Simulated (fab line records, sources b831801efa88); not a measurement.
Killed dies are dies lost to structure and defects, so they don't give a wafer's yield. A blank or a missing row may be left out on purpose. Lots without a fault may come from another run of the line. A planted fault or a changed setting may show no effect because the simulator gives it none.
Which tool did it? | flow gf180mcu | 13 lots, 39 wafers sampled, at 4 steps of a route of 602

WHAT THE GAUGES READ, wafer by wafer
GF_MVSD_OVL_MEAS_07.
lot  | measured     | on         | MVSD_OVL (nm)
L188 | day 4 13:00  | overlay-02 | 1.1 -0.6 0.1
L189 | day 4 19:04  | overlay-01 | 1.2 0.3 1.9
L190 | day 4 22:28  | overlay-01 | 2.3 1.2 0.5
L191 | day 5 02:40  | overlay-01 | -1.1 -1.4 -2.0
L193 | day 5 16:43  | overlay-02 | 2.6 3.4 2.6
L195 | day 6 01:51  | overlay-01 | -109.0 -109.4 -112.4
L196 | day 6 08:28  | overlay-02 | -108.9 -109.7 -108.4
L197 | day 6 12:58  | overlay-01 | 0.3 0.4 0.3
L203 | day 8 01:43  | overlay-02 | 0.0 -0.8 1.3
L206 | day 9 04:37  | overlay-02 | 3.4 2.5 2.7
L207 | day 9 07:22  | overlay-02 | -1.4 -1.5 -0.7
L208 | day 9 13:33  | overlay-01 | 1.1 0.8 0.6
L211 | day 10 02:25 | overlay-02 | -0.9 -2.0 -1.2

GF_MVSD_TW_MEAS_11.
lot  | measured     | on            | MVSD_TW
L188 | day 4 13:26  | film_metro-04 | 1585 1583 1582
L189 | day 4 19:30  | film_metro-04 | 1587 1597 1588
L190 | day 4 22:54  | film_metro-01 | 1587 1577 1592
L191 | day 5 03:10  | film_metro-02 | 1560 1564 1566
L193 | day 5 17:10  | film_metro-01 | 1589 1579 1587
L195 | day 6 02:17  | film_metro-02 | 1545 1563 1559
L196 | day 6 08:55  | film_metro-02 | 1562 1573 1563
L197 | day 6 13:25  | film_metro-01 | 1581 1582 1585
L203 | day 8 02:10  | film_metro-02 | 1551 1558 1548
L206 | day 9 05:04  | film_metro-02 | 1561 1558 1557
L207 | day 9 07:49  | film_metro-02 | 1560 1562 1556
L208 | day 9 13:59  | film_metro-04 | 1582 1579 1576
L211 | day 10 02:52 | film_metro-04 | 1603 1598 1603

WHICH TOOL RAN EACH LOT (tool, then ch and the chambers of the sampled wafers, then the start)
lot  | GF_STI_CMP_25                | GF_MVSD_EXPOSE_04
L188 | cmp-01 ch 1,2,3, day 2 06:30 | iline_stepper-01 ch 0, day 4 06:42
L189 | cmp-02 ch 0,1,3, day 2 09:41 | iline_stepper-02 ch 0, day 4 12:12
L190 | cmp-01 ch 1,2,3, day 2 13:46 | iline_stepper-02 ch 0, day 4 15:37
L191 | cmp-02 ch 0,1, day 2 19:31   | iline_stepper-01 ch 0, day 4 19:56
L193 | cmp-02 ch 0,2,3, day 3 07:05 | iline_stepper-02 ch 0, day 5 09:50
L195 | cmp-01 ch 0,1,2, day 3 15:24 | iline_stepper-02 ch 0, day 5 18:53
L196 | cmp-02 ch 0,1,3, day 3 21:52 | iline_stepper-02 ch 0, day 6 01:41
L197 | cmp-02 ch 0,2,3, day 4 01:55 | iline_stepper-01 ch 0, day 6 06:35
L203 | cmp-01 ch 0,1,3, day 5 10:28 | iline_stepper-01 ch 0, day 7 18:01
L206 | cmp-01 ch 0,1,3, day 6 07:35 | iline_stepper-01 ch 0, day 8 20:28
L207 | cmp-01 ch 0,2, day 6 11:11   | iline_stepper-01 ch 0, day 8 22:49
L208 | cmp-02 ch 2,3, day 6 17:33   | iline_stepper-01 ch 0, day 9 05:33
L211 | cmp-01 ch 0,1,3, day 7 05:06 | iline_stepper-01 ch 0, day 9 18:14
- GF_STI_CMP_25: polishes, stops on Si3N4, t overpolish 33 s, target thk 524.6 nm.
- GF_MVSD_EXPOSE_04: exposes mask MVSD, target cd 1000 nm.

WHAT THE TOOLS THEMSELVES READ (means of the sampled wafers that have a number; where no wafer has one, the mark that the record gives instead)
GF_STI_CMP_25.
lot  | tool   | motor_current_A (A) | overpolish_run_s (s) | time_to_endpoint_s (s)
L188 | cmp-01 | 12.4                | 33.008               | 126
L189 | cmp-02 | 12.3                | 32.999               | 122
L190 | cmp-01 | 11.9                | 32.989               | 128
L191 | cmp-02 | 12.5                | 32.996               | 124
L193 | cmp-02 | 12.5                | 32.995               | 122
L195 | cmp-01 | 12.1                | 32.999               | 127
L196 | cmp-02 | 12.4                | 32.994               | 123
L197 | cmp-02 | 12.6                | 33.012               | 113
L203 | cmp-01 | 11.9                | 33.003               | 120
L206 | cmp-01 | 12.2                | 32.998               | 121
L207 | cmp-01 | 12.2                | 32.991               | 125
L208 | cmp-02 | 11.5                | 33.002               | 117
L211 | cmp-01 | 12.0                | 33.005               | 125

THE ANSWER, worked out from the rows above alone
Rule: what is usual is taken from the lots themselves. Put in order of their means at a reading, lots are off if they are a third of the lots or fewer, leave a main group of 4 or more, and stand apart from it by a gap of 3 or more times the standard deviation of the main group's means; of several such gaps the widest counts. A main group whose means are all the same, to the digits that the tables above print for the reading, isn't used. A lot without any number at a reading at which 4 lots or more have one is off too. The other lots that the step has rows for count as sound. The gauges are gone through in route order, then the tools' own readings, and for those a lot's mean is taken as printed above. The first step at which some lot is off is used, and at that step the reading that is off furthest; a lot without a number counts as furthest.
Off: L195, L196, at GF_MVSD_OVL_MEAS_07 (MVSD_OVL). The main group: mean 0.5 nm, standard deviation 1.4.
A tool fits if, at a process step before that reading, it ran every lot that is off, and no sound lot after the first of them. The gauges at GF_MVSD_OVL_MEAS_07 are tried like those tools. One fits: iline_stepper-02 at GF_MVSD_EXPOSE_04. Its last sound lot is L193 (day 5 09:50), its first lot that is off L195 (day 5 18:53): a fault that began between those two fits.

WHAT THE SIMULATOR HAD PUT IN
Scanner matching overlay: iline_stepper-02, from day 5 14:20 on, at GF_MVSD_EXPOSE_04. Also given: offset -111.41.
Lots struck among those shown: L195, L196. The rule above found the same.
